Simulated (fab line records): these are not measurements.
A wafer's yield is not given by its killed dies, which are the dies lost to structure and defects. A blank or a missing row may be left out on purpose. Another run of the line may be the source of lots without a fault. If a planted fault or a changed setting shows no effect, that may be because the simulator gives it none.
Matching of chambers | flow gf180mcu | rie-diel-01 running GF_V4_ETCH_17: 4 sister chambers
The step etches SiO2 in C4F8/O2/Ar, stops on TiN, target depth 630 nm. 7 wafers are shown with their chamber, then 7 later ones without.

## WAFERS PAIRED WITH THEIR CHAMBERS
wafer  | chamber | oes-product-au (a.u.) | rf-fwd-power-W (W)
L585.4 | 3       | 0.857                 | 1487
L586.6 | 1       | 0.850                 | 1486
L599.4 | 1       | 0.862                 | 1489
L599.5 | 3       | 0.864                 | 1497
L599.6 | 0       | 0.853                 | 1497
L600.3 | 0       | 0.861                 | 1488
L600.4 | 2       | 0.850                 | 1501

## WAFERS MISSING THEIR CHAMBER
wafer  | oes-product-au (a.u.) | rf-fwd-power-W (W)
L600.6 | 0.860                 | 1494
L604.1 | 0.856                 | 1489
L604.4 | 0.852                 | 1489
L604.5 | 0.853                 | 1499
L605.1 | 0.855                 | 1484
L605.4 | 0.851                 | 1492
L605.5 | 0.849                 | 1497

## CHAMBER TAKEN BY EACH
wafer  | from the rows above               | in truth
L600.6 | can't be placed: 3 or 0 or 1 or 2 | 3
L604.1 | can't be placed: 1 or 0 or 3      | 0
L604.4 | can't be placed: 1 or 0 or 3 or 2 | 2
L604.5 | can't be placed: 2 or 0 or 3 or 1 | 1
L605.1 | can't be placed: 1 or 0 or 3      | 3
L605.4 | can't be placed: 0 or 1 or 3 or 2 | 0
L605.5 | can't be placed: 2 or 0 or 3 or 1 | 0
Correct placement for 0 of the 7. These rows do not allow placing 7 (true chamber among the candidates in 7). Wrongly placed: 0.
How it was worked out, from the rows above alone: a wafer's distance from a chamber is the root of the sum, over the readings, of the square of ((its reading less the chamber's mean) divided by the reading's scatter). If the next closest chamber is less than 2 further off than the closest, the wafer can't be placed; otherwise it belongs to the closest. A chamber's mean is the mean of its shown wafers. The scatter is the square root of a quotient: the sum, over the shown wafers, of each reading's squared deviation from its chamber's mean, divided by wafers minus chambers.
